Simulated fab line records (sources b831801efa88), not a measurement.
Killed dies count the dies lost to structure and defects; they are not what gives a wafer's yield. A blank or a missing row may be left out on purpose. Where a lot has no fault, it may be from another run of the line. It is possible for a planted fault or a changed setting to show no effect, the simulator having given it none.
Matching of chambers :: flow gf180mcu :: GF_CONTACT_ETCH_16 on rie-diel-01: 4 sister chambers
The step etches BARC in N2/H2. 4 wafers are shown with their chamber, then 8 later ones without.

== WAFERS, EACH WITH ITS CHAMBER ==
wafer: L187.5
chamber: 1
rf-fwd-power-W (W): 490.6

wafer: L192.1
chamber: 0
rf-fwd-power-W (W): 492.4

wafer: L192.2
chamber: 2
rf-fwd-power-W (W): 494.1

wafer: L193.2
chamber: 3
rf-fwd-power-W (W): 495.5

== WAFERS MISSING THEIR CHAMBER ==
wafer: L193.4
rf-fwd-power-W (W): 491.6

wafer: L193.5
rf-fwd-power-W (W): 492.0

wafer: L194.4
rf-fwd-power-W (W): 494.2

wafer: L194.5
rf-fwd-power-W (W): 494.8

wafer: L194.6
rf-fwd-power-W (W): 493.3

wafer: L195.1
rf-fwd-power-W (W): 491.3

wafer: L195.3
rf-fwd-power-W (W): 494.0

wafer: L195.4
rf-fwd-power-W (W): 490.8

== EACH ONE'S CHAMBER ==
wafer: L193.4
from the rows above: can't be placed: 0 or 1
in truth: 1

wafer: L193.5
from the rows above: can't be placed: 0 or 1
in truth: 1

wafer: L194.4
from the rows above: 2
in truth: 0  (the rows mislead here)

wafer: L194.5
from the rows above: can't be placed: 2 or 3
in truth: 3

wafer: L194.6
from the rows above: can't be placed: 2 or 0
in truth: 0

wafer: L195.1
from the rows above: can't be placed: 1 or 0
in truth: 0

wafer: L195.3
from the rows above: 2
in truth: 2

wafer: L195.4
from the rows above: 1
in truth: 1
Correctly placed: 2 of 8. Unplaceable from these rows: 5, with the true chamber sitting among the candidates in 5. 1 placed wrongly.
How it was worked out, from the rows above alone: a wafer's distance from a chamber is the root of the sum, over the readings, of the square of ((its reading less the chamber's mean) divided by the reading's scatter). The wafer belongs to the nearest chamber; if the next one is less than 2 further off, it can't be placed. A chamber's mean is the mean of its shown wafers. The scatter: with one shown wafer a chamber, the root of the mean of the squares of how far each hidden wafer lies from its nearest shown one.
